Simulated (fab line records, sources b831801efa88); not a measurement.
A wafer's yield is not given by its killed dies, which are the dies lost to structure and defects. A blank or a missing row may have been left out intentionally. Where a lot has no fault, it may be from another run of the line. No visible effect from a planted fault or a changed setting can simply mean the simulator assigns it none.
fab line records	flow sky130
record: lots: 13	wafers: 39	last-day: 50
route steps=708 shown VT_ADJUST_PCH@151 METAL1@439 VIA1@470 PAD_OPEN@708
lots untouched by any fault: they come from a run of this same line in which no faults occurred
start-h: start of the lot's first displayed wafer, in hours after the record's first day	wait-h: hours elapsed since this lot's preceding step	" same as the row above	L1.1+2: one row covering several wafers at once	- no value, or no start given	* or withheld: withheld	< > ~ a bound
route shown NAME@n: names a module that has steps shown in the file, with the first one's number in the route	usual: the fault-free wafers' mean and standard deviation	same: alike in all rows	chamber/n: place in a boat	sites: each site's reading	_std_site: standard deviation across them	_edge_site: mean of outer sites minus mean of inner sites	radius-mm: for every site, how far away it sits from the centre of the wafer	mask NAME#n: copy n	behind: the last tool/chamber to shape the wafer	hold: why the lot was held/for how many hours/how that ended	device: which transistor (n, p or np) failed to switch	end of line: the same wafers' tests at the end of the route	a step without rows: its recipe alone	killed: dies that structure and defects cost at the first sort, which is not the same as the wafer's yield	map: a wafer's dies, marking killed ones x, the rest . and places with no die _
set.NAME: the setting the step ran with; set.NAME@STEP: the setting that earlier step ran with	model.NAME: the simulator's own value behind a step, which no gauge read
the route's steps for a sample of lots (tables are steps, rows are wafers)
services: when a tool's chamber went out of use (start-h, in hours from the record's first day, below 0 if earlier), for how many hours, and the reason
== steps ==
step: SKY_VT_ADJUST_PCH_IMPLANT_08
recipe: species: B	energy-kev: 10	dose-cm2: 5e+11	tilt-deg: withheld
usual: beam-energy-keV: 9.9999/0.0029	dose-ions-cm2: 5e+11/5.4e+08
same: implant-ion-amu: 11
lot.wafer	tool	chamber	start-h	wait-h	beam-energy-keV	dose-ions-cm2
L341.1	implanter-04	0	221.41	0.0	10.002	4.997e+11
L341.3	"	0	"	"	10.001	4.995e+11
L341.4	"	0	"	"	10.002	4.995e+11
L342.1	implanter-04	0	232.78	0.0	9.9986	4.998e+11
L342.2	"	0	"	"	10.002	4.998e+11
L342.5	"	0	"	"	10.001	4.992e+11
L343.2	implanter-04	0	239.51	0.0	9.9985	5.08e+11
L343.3	"	0	"	"	9.9962	5.074e+11
L343.4	"	0	"	"	10.001	5.072e+11
L345.4	implanter-04	0	254.81	0.1	9.9980	5.065e+11
L345.5	"	0	"	"	10.000	5.074e+11
L345.6	"	0	"	"	9.9964	5.078e+11
L353.3	implanter-03	0	311.79	0.1	10.003	5.011e+11
L353.4	"	0	"	"	10.004	4.999e+11
L353.5	"	0	"	"	9.9986	5.008e+11
L355.1	implanter-04	0	325.03	0.0	10.004	4.995e+11
L355.2	"	0	"	"	10.001	5.004e+11
L355.5	"	0	"	"	10.005	5.003e+11
L356.1	implanter-03	0	336.06	0.0	10.001	4.995e+11
L356.3	"	0	"	"	10.002	4.996e+11
L356.6	"	0	"	"	9.9995	5e+11
L357.1	implanter-01	0	348.96	0.0	9.9948	5.002e+11
L357.3	"	0	"	"	9.9955	5.004e+11
L357.6	"	0	"	"	9.9984	4.999e+11
L358.1	implanter-01	0	364.34	0.0	9.9984	5.012e+11
L358.2	"	0	"	"	10.002	4.993e+11
L358.4	"	0	"	"	9.9980	4.999e+11
L359.2	implanter-04	0	364.66	0.0	10.004	4.991e+11
L359.3	"	0	"	"	10.008	5.002e+11
L359.4	"	0	"	"	10.004	5.002e+11
L361.4	implanter-01	0	375.76	0.1	10.000	4.996e+11
L361.5	"	0	"	"	10.002	4.995e+11
L361.6	"	0	"	"	9.9984	4.989e+11
L362.1	implanter-04	0	384.03	0.0	9.9991	5.004e+11
L362.5	"	0	"	"	9.9997	5.008e+11
L362.6	"	0	"	"	10.002	5.005e+11
L363.1	implanter-01	0	394.44	0.0	10.001	4.998e+11
L363.2	"	0	"	"	10.001	4.995e+11
L363.4	"	0	"	"	9.9988	4.993e+11
step: SKY_METAL1_RS_MEAS_05
recipe: thk-meas-gauge: four-point-probe	reads: TiN_of_METAL1_SPUTTER_04+Ti_of_METAL1_SPUTTER_03+AlCu_of_METAL1_SPUTTER_02+TiN_of_METAL1_SPUTTER_01+Ti_of_METAL1_SPUTTER_00
usual: METAL1_ALCU_RS: 0.1264/0.0013
lot.wafer	tool	chamber	start-h	wait-h	METAL1_ALCU_RS[ohm/sq]
L341.1	film-metro-04	-	740.56	0.0	0.1264
L341.3	"	-	"	"	0.1252
L341.4	"	-	"	"	0.1267
L342.1	film-metro-04	-	746.47	0.0	0.1262
L342.2	"	-	"	"	0.1264
L342.5	"	-	"	"	0.1261
L343.2	film-metro-02	-	747.47	0.0	0.1253
L343.3	"	-	"	"	0.1254
L343.4	"	-	"	"	0.1254
L345.4	film-metro-01	-	771.88	0.1	0.1245
L345.5	"	-	"	"	0.1250
L345.6	"	-	"	"	0.1245
L353.3	film-metro-02	-	823.56	0.1	0.1252
L353.4	"	-	"	"	0.1265
L353.5	"	-	"	"	0.1265
L355.1	film-metro-02	-	835.51	0.0	0.1255
L355.2	"	-	"	"	0.1258
L355.5	"	-	"	"	0.1265
L356.1	film-metro-04	-	847.69	0.0	0.1258
L356.3	"	-	"	"	0.1262
L356.6	"	-	"	"	0.1272
L357.1	film-metro-04	-	860.72	0.0	0.1275
L357.3	"	-	"	"	0.1270
L357.6	"	-	"	"	0.1271
L358.1	film-metro-01	-	878.28	0.0	0.1265
L358.2	"	-	"	"	0.1265
L358.4	"	-	"	"	0.1265
L359.2	film-metro-04	-	880.50	0.0	0.1245
L359.3	"	-	"	"	0.1250
L359.4	"	-	"	"	0.1245
L361.4	film-metro-04	-	883.39	0.1	0.1261
L361.5	"	-	"	"	0.1264
L361.6	"	-	"	"	0.1255
L362.1	film-metro-02	-	895.79	0.0	0.1282
L362.5	"	-	"	"	0.1287
L362.6	"	-	"	"	0.1291
L363.1	film-metro-04	-	902.12	0.0	0.1266
L363.2	"	-	"	"	0.1281
L363.4	"	-	"	"	0.1269
step: SKY_METAL1_METAL_ETCH_19
recipe: target-depth-a: 3600	stop-on: SiO2	over-etch-frac: 0.3	time-s: 78	chemistry: Cl2/BCl3	resist-sidewall-deg: 88	pressure-mtorr: 10	icp-w: 900	bias-w: 48.5	Cl2_flow_sccm: 60	bcl3-flow-sccm: 30
usual: bcl3-flow-sccm: 30.00/0.09	drypump-motor-current-A: 5.52/0.23	oes-product-au: 0.855/0.0057	throttle-valve-pct: 22.265/0.0095
lot.wafer	tool	chamber	start-h	wait-h	bcl3-flow-sccm	drypump-motor-current-A	oes-product-au	rf-hours-counter-h	throttle-valve-pct
L341.1	rie-metal-02	1	767.78	0.0	30.09	5.44	0.850	13	22.264
L341.3	"	1	"	"	30.01	5.45	0.865	-	22.278
L341.4	"	0	"	"	29.89	5.08	0.862	-	22.265
L342.1	rie-metal-02	1	774.28	0.0	30.09	5.46	0.861	14	22.277
L342.2	"	0	"	"	30.09	5.14	0.850	6	22.262
L342.5	"	1	"	"	29.97	5.44	0.869	-	22.253
L343.2	rie-metal-01	1	774.70	0.0	29.79	5.33	0.860	5	22.246
L343.3	"	0	"	"	29.98	5.76	0.858	-	22.256
L343.4	"	1	"	"	29.91	5.34	0.859	-	22.259
L345.4	rie-metal-03	1	798.76	0.1	29.96	5.80	0.861	-	22.252
L345.5	"	0	"	"	29.95	5.62	0.858	-	22.248
L345.6	"	1	"	"	30.07	5.76	0.862	-	22.270
L353.3	rie-metal-02	1	849.96	0.1	30.12	5.43	0.860	-	22.253
L353.4	"	0	"	"	30.04	5.10	0.863	-	22.271
L353.5	"	0	"	"	30.02	5.10	0.865	-	22.272
L355.1	rie-metal-02	1	862.58	0.0	30.05	5.45	0.856	17	22.266
L355.2	"	0	"	"	29.91	5.10	0.853	10	22.268
L355.5	"	0	"	"	30.07	5.12	0.857	-	22.269
L356.1	rie-metal-03	1	874.72	0.1	30.09	5.77	0.856	7	22.266
L356.3	"	0	"	"	30.07	5.62	0.861	-	22.267
L356.6	"	0	"	"	30.02	5.61	0.858	-	22.259
L357.1	rie-metal-03	0	885.90	0.0	30.17	5.62	0.855	6	22.274
L357.3	"	0	"	"	30.04	5.61	0.849	-	22.236
L357.6	"	1	"	"	30.08	5.77	0.851	-	22.286
L358.1	rie-metal-03	1	904.00	0.0	30.02	5.74	0.845	8	22.265
L358.2	"	0	"	"	30.01	5.63	0.856	7	22.252
L358.4	"	1	"	"	29.87	5.77	0.852	-	22.275
L359.2	rie-metal-03	0	905.78	0.0	29.98	5.63	0.854	7	22.257
L359.3	"	0	"	"	29.97	5.61	0.858	-	22.266
L359.4	"	1	"	"	29.99	5.82	0.860	-	22.274
L361.4	rie-metal-01	1	908.93	0.1	29.98	5.32	0.859	-	22.264
L361.5	"	0	"	"	30.01	5.82	0.851	-	22.275
L361.6	"	1	"	"	29.86	5.32	0.855	-	22.271
L362.1	rie-metal-03	1	920.40	0.0	29.92	5.71	0.857	9	22.272
L362.5	"	1	"	"	30.02	5.75	0.843	-	22.255
L362.6	"	0	"	"	29.87	5.62	0.847	-	22.265
L363.1	rie-metal-01	1	926.38	0.0	30.09	5.31	0.854	11	22.272
L363.2	"	0	"	"	30.04	5.79	0.847	14	22.265
L363.4	"	1	"	"	30.10	5.32	0.861	-	22.249
step: SKY_VIA1_CD_MEAS_12
recipe: target-cd-nm: 150
usual: cd-nm: 149.6/1.7
lot.wafer	tool	chamber	start-h	wait-h	cd-nm
L341.1	cd-sem-01	-	796.22	-	150.3
L341.3	"	-	"	"	148.4
L341.4	"	-	"	"	149.9
L342.1	cd-sem-02	-	802.75	-	147.8
L342.2	"	-	"	"	146.5
L342.5	"	-	"	"	147.0
L343.2	cd-sem-01	-	802.84	-	149.9
L343.3	"	-	"	"	149.1
L343.4	"	-	"	"	149.1
L345.4	cd-sem-01	-	825.31	-	147.1
L345.5	"	-	"	"	146.1
L345.6	"	-	"	"	148.6
L353.3	cd-sem-02	-	877.39	-	152.9
L353.4	"	-	"	"	153.3
L353.5	"	-	"	"	151.5
L355.1	cd-sem-02	-	889.53	-	150.5
L355.2	"	-	"	"	148.6
L355.5	"	-	"	"	150.3
L356.1	cd-sem-01	-	900.25	-	149.6
L356.3	"	-	"	"	149.3
L356.6	"	-	"	"	149.7
L357.1	cd-sem-01	-	911.43	-	149.4
L357.3	"	-	"	"	149.1
L357.6	"	-	"	"	149.7
L358.1	cd-sem-01	-	929.43	-	148.2
L358.2	"	-	"	"	148.9
L358.4	"	-	"	"	148.4
L359.2	cd-sem-02	-	931.70	-	152.1
L359.3	"	-	"	"	150.1
L359.4	"	-	"	"	148.9
L361.4	cd-sem-02	-	934.38	-	148.5
L361.5	"	-	"	"	148.8
L361.6	"	-	"	"	149.8
L362.1	cd-sem-01	-	945.75	-	150.9
L362.5	"	-	"	"	150.8
L362.6	"	-	"	"	150.3
L363.1	cd-sem-01	-	952.63	-	150.1
L363.2	"	-	"	"	148.9
L363.4	"	-	"	"	147.9
step: SKY_PAD_OPEN_PROBE_99
usual: killed_at_M0_to_M3: 45/7	killed_at_M4_up: 3.4/1.8	killed-at-contacts: 24/5.4	killed-at-front-end: 16/4.8	killed-at-other: 0.4/0.62	killed-dies: 89/10	killed-open: 48/7.2	killed-short: 40/6.3
same: gross-dies: 492	killed-at-back-side: 0
lot.wafer	tool	chamber	start-h	wait-h	killed_at_M0_to_M3	killed_at_M4_up	killed-at-contacts	killed-at-front-end	killed-at-other	killed-dies	killed-open	killed-short
L345.4	prober-02	-	1102.26	0.2	53	4	20	13	0	90	37	51
L345.5	prober-02	-	1102.31	0.2	57	5	16	17	0	95	58	36
L345.6	prober-02	-	1102.36	0.2	52	2	15	15	0	84	43	40
L355.1	prober-02	-	1149.97	0.1	41	1	16	14	2	74	37	37
L355.2	prober-02	-	1150.02	0.1	41	2	27	13	0	83	45	38
L355.5	prober-02	-	1150.17	0.2	49	6	37	17	0	109	53	54
killed by level:class
L345.4 VIA1:geometric-particle:short=13 VIA1:geometric-particle:open=9 CONTACT:geometric-particle:open=7 METAL3:geometric-particle:short=7 LI_CONTACT:geometric-particle:open=6 METAL1:geometric-particle:short=6 METAL2:geometric-particle:short=5 VIA3:geometric-particle:short=4
L345.5 VIA1:geometric-particle:open=13 VIA2:geometric-particle:open=9 CONTACT:geometric-particle:open=8 METAL1:geometric-particle:short=7 FIELD_ISO:geometric-particle:open=6 METAL2:geometric-particle:short=6 VIA3:geometric-particle:open=6 METAL4:geometric-particle:short=4
L345.6 VIA1:geometric-particle:open=17 METAL1:geometric-particle:short=9 VIA3:geometric-particle:open=7 POLY_GATE:geometric-particle:short=6 CONTACT:geometric-particle:open=6 FIELD_ISO:geometric-particle:short=5 METAL3:geometric-particle:short=4 POLY_GATE:geometric-particle:open=3
L355.1 METAL2:geometric-particle:short=8 METAL1:geometric-particle:short=7 VIA1:geometric-particle:open=7 LI_CONTACT:geometric-particle:open=6 FIELD_ISO:geometric-particle:open=5 CONTACT:geometric-particle:open=5 VIA1:geometric-particle:short=4 VIA3:geometric-particle:open=4
L355.2 VIA1:geometric-particle:open=13 CONTACT:geometric-particle:open=12 CONTACT:geometric-particle:short=6 VIA3:geometric-particle:open=6 VIA1:geometric-particle:short=5 FIELD_ISO:geometric-particle:short=4 POLY_GATE:geometric-particle:open=4 LI_CONTACT:geometric-particle:open=4
L355.5 CONTACT:geometric-particle:open=12 VIA1:geometric-particle:short=10 VIA1:geometric-particle:open=10 LI_CONTACT:geometric-particle:open=7 VIA3:geometric-particle:open=6 LOCAL_INTERCONNECT:geometric-particle:short=6 CONTACT:geometric-particle:short=6 METAL4:geometric-particle:short=6
== services ==
tool	chamber	start-h	hours	kind
implanter-01	-	208.38	3.6	pm
rie-metal-03	1	225.33	20.6	repair
implanter-01	-	238.14	1.4	repair
rie-metal-03	0	244.33	14.3	repair
implanter-01	-	324.81	5.5	pm
implanter-04	-	331.37	3.7	pm
rie-metal-03	1	344.81	50.1	repair
rie-metal-02	0	345.41	23.4	repair
implanter-01	-	355.58	3.0	repair
rie-metal-03	-	376.24	14.6	pm
rie-metal-02	-	395.55	2.8	pm
implanter-01	-	395.60	1.3	repair
rie-metal-03	-	511.41	2.8	pm
implanter-04	-	536.26	2.1	repair
rie-metal-02	-	623.78	14.6	pm
implanter-04	-	645.27	1.9	repair
implanter-01	-	676.71	1.2	repair
rie-metal-02	0	678.98	2.7	repair
implanter-01	-	731.56	3.5	repair
implanter-04	-	732.96	2.8	pm
rie-metal-02	-	778.30	1.4	pm
implanter-01	-	780.61	2.0	repair
rie-metal-03	0	794.16	1.3	repair
implanter-04	-	820.37	5.0	pm
== key ==
first-sign: step: SKY_VT_ADJUST_PCH_IMPLANT_08	reading: dose-ions-cm2	direction: up	sigmas: 14	usual: *	struck: *
effect none on later readings
met-at SKY_VT_ADJUST_PCH_IMPLANT_08
struck-lots L343,L345
tester-left-out L343,L345
not-acting-at SKY_METAL1_RS_MEAS_05,SKY_METAL1_METAL_ETCH_19,SKY_VIA1_CD_MEAS_12
onset-between 232.78 239.51
fault: kind: process-parameter-drift	tool: implanter-04	chamber: -	onset-h: 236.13	steps: SKY_VT_ADJUST_PCH_IMPLANT_08	channel: dose-cm2	offset: *	shape: step	end-h: 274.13	acts-in: *	stated: *
tester-left-out: of these lots the tester's yield and bins aren't shown, on N5 and GAA mostly nor the transistor test; their killed dies are dies lost to structure and defects alone, not to doping, threshold or leakage, so they don't give the yield
